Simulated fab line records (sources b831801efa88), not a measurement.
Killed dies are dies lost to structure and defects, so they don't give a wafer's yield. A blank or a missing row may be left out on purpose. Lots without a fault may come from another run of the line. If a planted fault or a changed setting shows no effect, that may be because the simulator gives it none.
Which tool did it?    flow gf180mcu    Sampling: 12 lots, 36 wafers, 4 of 602 route steps

== WHAT EACH GAUGE READ, for each wafer ==
GF_VT_IMPLANT_TW_MEAS_10. Usual: for VT_IMPLANT_TW the level is 563 and the standard deviation is 7.6.
lot   measured      on             VT_IMPLANT_TW  flag
L179  day 5 18:06   film-metro-04  553 550 554    
L181  day 6 08:51   film-metro-02  576 575 576    
L182  day 6 11:00   film-metro-01  562 564 562    
L183  day 6 17:23   film-metro-01  559 558 560    
L185  day 7 04:47   film-metro-04  559 559 557    
L190  day 8 11:35   film-metro-01  564 566 561    
L191  day 8 16:19   film-metro-01  561 561 560    
L192  day 8 22:03   film-metro-04  554 554 557    
L193  day 9 05:47   film-metro-04  559 558 560    
L194  day 9 15:05   film-metro-02  571 573 571    
L200  day 11 01:03  film-metro-04  557 557 556    
L201  day 11 15:23  film-metro-04  557 554 558    

GF_VT_IMPLANT_RS_MEAS_47: measures by four-point-probe. Usual: for NWELL_RS the level is 488.2 ohm/sq and the standard deviation is 1.3.
lot   measured      on             NWELL_RS (ohm/sq)  flag
L179  day 7 16:50   film-metro-03  488.2 488.1 488.5  
L181  day 8 08:09   film-metro-03  500.0 499.8 501.2  OFF
L182  day 8 10:42   film-metro-04  488.4 486.7 487.3  
L183  day 8 18:04   film-metro-04  500.0 498.4 498.4  OFF
L185  day 9 07:41   film-metro-02  498.9 498.9 501.0  OFF
L190  day 10 15:12  film-metro-03  488.8 487.9 488.3  
L191  day 10 21:25  film-metro-03  488.7 488.6 489.9  
L192  day 11 04:14  film-metro-04  488.8 489.3 489.0  
L193  day 11 12:33  film-metro-03  487.1 489.0 488.7  
L194  day 11 23:02  film-metro-04  489.4 489.0 489.0  
L200  day 13 11:20  film-metro-04  489.8 489.3 488.3  
L201  day 14 04:21  film-metro-02  486.6 487.3 486.3  

== TOOL THAT RAN EACH LOT (tool first, then ch and the chambers of the sampled wafers, then the start) ==
lot   GF_NWELL_IMPLANT_09             GF_MVPSD_STRIP_10
L179  implanter-02 ch 0, day 3 09:29  plasma-asher-04 ch 0,1, day 5 03:13
L181  implanter-02 ch 0, day 3 19:45  plasma-asher-01 ch 0,1, day 5 17:26
L182  implanter-01 ch 0, day 3 23:22  plasma-asher-01 ch 0,1, day 5 19:46
L183  implanter-02 ch 0, day 4 06:16  plasma-asher-01 ch 0,1, day 6 02:28
L185  implanter-02 ch 0, day 4 15:40  plasma-asher-04 ch 0,1, day 6 12:49
L190  implanter-03 ch 0, day 5 19:42  plasma-asher-01 ch 0,1, day 7 18:53
L191  implanter-01 ch 0, day 5 23:31  plasma-asher-01 ch 0,1, day 7 23:20
L192  implanter-03 ch 0, day 6 05:11  plasma-asher-04 ch 0,1, day 8 05:32
L193  implanter-01 ch 0, day 6 11:54  plasma-asher-01 ch 0,1, day 8 12:56
L194  implanter-02 ch 0, day 6 20:04  plasma-asher-03 ch 0,1, day 8 21:43
L200  implanter-03 ch 0, day 8 02:01  plasma-asher-03 ch 0,1, day 10 07:05
L201  implanter-03 ch 0, day 8 14:58  plasma-asher-01 ch 1, day 10 20:25
- GF_NWELL_IMPLANT_09
- GF_MVPSD_STRIP_10: strips in O2/N2.

== WHAT THE TOOLS THEMSELVES READ (means of the sampled wafers that have a number; where no wafer has one, the mark that the record gives instead) ==
GF_NWELL_IMPLANT_09. Usual: dose-ions-cm2 3.999e+12, standard deviation 4.4e+09; end-station-pressure-torr 4.99e-06 Torr, standard deviation 2.7e-07; faraday-current-uA 22.6, standard deviation 0.4.
lot   tool          dose-ions-cm2  end-station-pressure-torr (Torr)  faraday-current-uA  flag
L179  implanter-02  4.001e+12      5.03e-06                          22.8                
L181  implanter-02  3.390e+12      5.17e-06                          19.2                OFF
L182  implanter-01  4.002e+12      5.02e-06                          22.8                
L183  implanter-02  3.389e+12      4.98e-06                          19.2                OFF
L185  implanter-02  3.387e+12      5.30e-06                          18.8                OFF
L190  implanter-03  4.005e+12      4.87e-06                          22.7                
L191  implanter-01  4.003e+12      5.08e-06                          22.6                
L192  implanter-03  3.996e+12      5.00e-06                          22.8                
L193  implanter-01  4.002e+12      5.06e-06                          22.5                
L194  implanter-02  4.001e+12      4.98e-06                          22.9                
L200  implanter-03  4.003e+12      4.92e-06                          22.6                
L201  implanter-03  4.000e+12      4.88e-06                          22.7                

GF_MVPSD_STRIP_10. Usual: drypump-motor-current-A 5.9 A, standard deviation 0.4; heater-power-w 332 W, standard deviation 30; oes-product-au 0.723 a.u., standard deviation 0.0047; strip-time-to-endpoint-s 36.94 s, standard deviation 0.091.
lot   tool             drypump-motor-current-A (A)  heater-power-w (W)  oes-product-au (a.u.)  strip-time-to-endpoint-s (s)  flag
L179  plasma-asher-04  5.4                          305                 0.728                  36.98                         
L181  plasma-asher-01  6.1                          327                 0.723                  37.06                         
L182  plasma-asher-01  6.0                          326                 0.720                  37.00                         
L183  plasma-asher-01  6.1                          329                 0.721                  36.91                         
L185  plasma-asher-04  5.6                          294                 0.716                  36.91                         
L190  plasma-asher-01  6.0                          326                 0.725                  36.99                         
L191  plasma-asher-01  6.3                          351                 0.723                  37.01                         
L192  plasma-asher-04  5.4                          306                 0.724                  36.92                         
L193  plasma-asher-01  6.3                          356                 0.722                  36.88                         
L194  plasma-asher-03  5.7                          333                 0.723                  36.75                         
L200  plasma-asher-03  5.7                          331                 0.721                  36.92                         
L201  plasma-asher-01  5.8                          300                 0.720                  36.93                         

== THE ANSWER, worked out from the rows above alone ==
Rule: a lot counts as off when the mean over its wafers that have a number is more than 3 standard deviations away from the usual mean. A lot without any number at a reading at which 4 lots or more have one is off too. Where the step has rows for the other lots, those lots are counted as sound. Order of review: gauges by route order, followed by the tools' own readings, for which a lot's mean as printed above is used. The first step at which some lot is off is used, and at that step the reading that is off furthest; a lot without a number counts as furthest.
Off: L181, L183, L185, seen at GF_VT_IMPLANT_RS_MEAS_47 (NWELL_RS).
If a tool, at a process step before that reading, ran all the lots that are off and no sound lot after the first of them, it fits. The gauges at GF_VT_IMPLANT_RS_MEAS_47 aren't tried: what is off there is off at GF_NWELL_IMPLANT_09 too, on other tools, and a gauge's error can't cause that. Not one of the candidates tried fits.

== WHAT HAD BEEN PUT IN BY THE SIMULATOR ==
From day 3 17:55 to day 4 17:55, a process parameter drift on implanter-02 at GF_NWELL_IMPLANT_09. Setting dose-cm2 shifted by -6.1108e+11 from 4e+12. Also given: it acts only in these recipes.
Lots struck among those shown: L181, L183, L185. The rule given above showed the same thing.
